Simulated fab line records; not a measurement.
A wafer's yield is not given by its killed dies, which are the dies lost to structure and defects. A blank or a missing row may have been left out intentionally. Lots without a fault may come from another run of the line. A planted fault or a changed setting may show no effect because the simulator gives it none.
A lot that was struck, set against a sound lot ; flow sky130 ; 14 out of 708 route steps
Sound: wafers L213.1, L213.5, L213.6. Wafers L201.1, L201.2, L201.4 were the ones struck. The cause is named last.
Per side, at each step with rows, come the tool, then ch with its chambers, and then its first start. Under that, the readings that differ: sound wafers ; struck wafers ; difference of the means ; sigmas: that difference in standard deviations of wafers without a fault.
alike: words and numbers the same on both sides, and readings whose means are apart by under 2 such deviations; not compared: readings that were withheld, readings missing a value for some wafer, numbers with overlapping values and no deviation given by the record, and bounds like >300 which may hide the same value.
Wherever a step has rows on one side only, a row that says differs or no value, or a row with sigmas, the two part there. Numbers that don't overlap but have no deviation are shown without sigmas and don't part them. Lack of a reading on every wafer of one side parts them only where that side has two or more wafers.

first, 2 steps without rows for these wafers: SKY_LDD_HVP_PEB_05; SKY_LDD_HVP_DEVELOP_06 (develop time 60 s).
SKY_LDD_HVP_OVL_MEAS_07:
  sound on overlay-02, day 27 09:26; struck on overlay-01, day 23 05:41
  alike: LDD_HVP_OVL
following that, these wafers have no rows for 1 step: SKY_LDD_HVP_IMPLANT_08.
SKY_LDD_HVP_STRIP_09: strips in O2/N2.
  sound on plasma asher-02 ch 0,1, day 27 09:37; struck on plasma asher-04 ch 0,1, day 23 05:52
  alike: drypump motor current A, oes product au, strip time to endpoint s
  not compared: rf hours counter h
SKY_LDD_HVP_TW_MEAS_10:
  sound on film metro-03, day 27 09:43; struck on film metro-03, day 23 05:58
  alike: LDD_HVP_TW
then, 6 steps without rows for these wafers: SKY_LDD_LDN_DEHYDRATE_00 (time 60 s); SKY_LDD_LDN_HMDS_01 (prime time 60 s); SKY_LDD_LDN_COAT_02 (resist thk 1140 nm); SKY_LDD_LDN_SOFTBAKE_03 (time 60 s); SKY_LDD_LDN_EXPOSE_04 (exposes mask LDNTM, target cd 700 nm); SKY_LDD_LDN_PEB_05.
SKY_LDD_LDN_DEVELOP_06: develop time 60 s.
  struck on litho track-02, day 24 10:53; sound on litho track-02 ch 0, day 28 12:47
  no value came back on the struck wafers for chill plate temp C (C), develop time s (s); on the sound wafers chill plate temp C (C) reads 23.09 22.98 22.99
SKY_LDD_LDN_OVL_MEAS_07:
  sound on overlay-01, day 28 12:56; struck on overlay-01, day 24 11:02
reading;sound;struck;difference;sigmas
LDD_LDN_OVL (nm);-0.5 -0.3 -0.9;- - -;no value on the struck wafers;

== WHERE THEY PART ==
At SKY_LDD_LDN_DEVELOP_06 first; at SKY_LDD_LDN_OVL_MEAS_07 last (within this record only).

WHY: what had been put in by the simulator
Entire step skipped (litho track-02, SKY_LDD_LDN_DEVELOP_06), from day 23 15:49 onward. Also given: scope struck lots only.
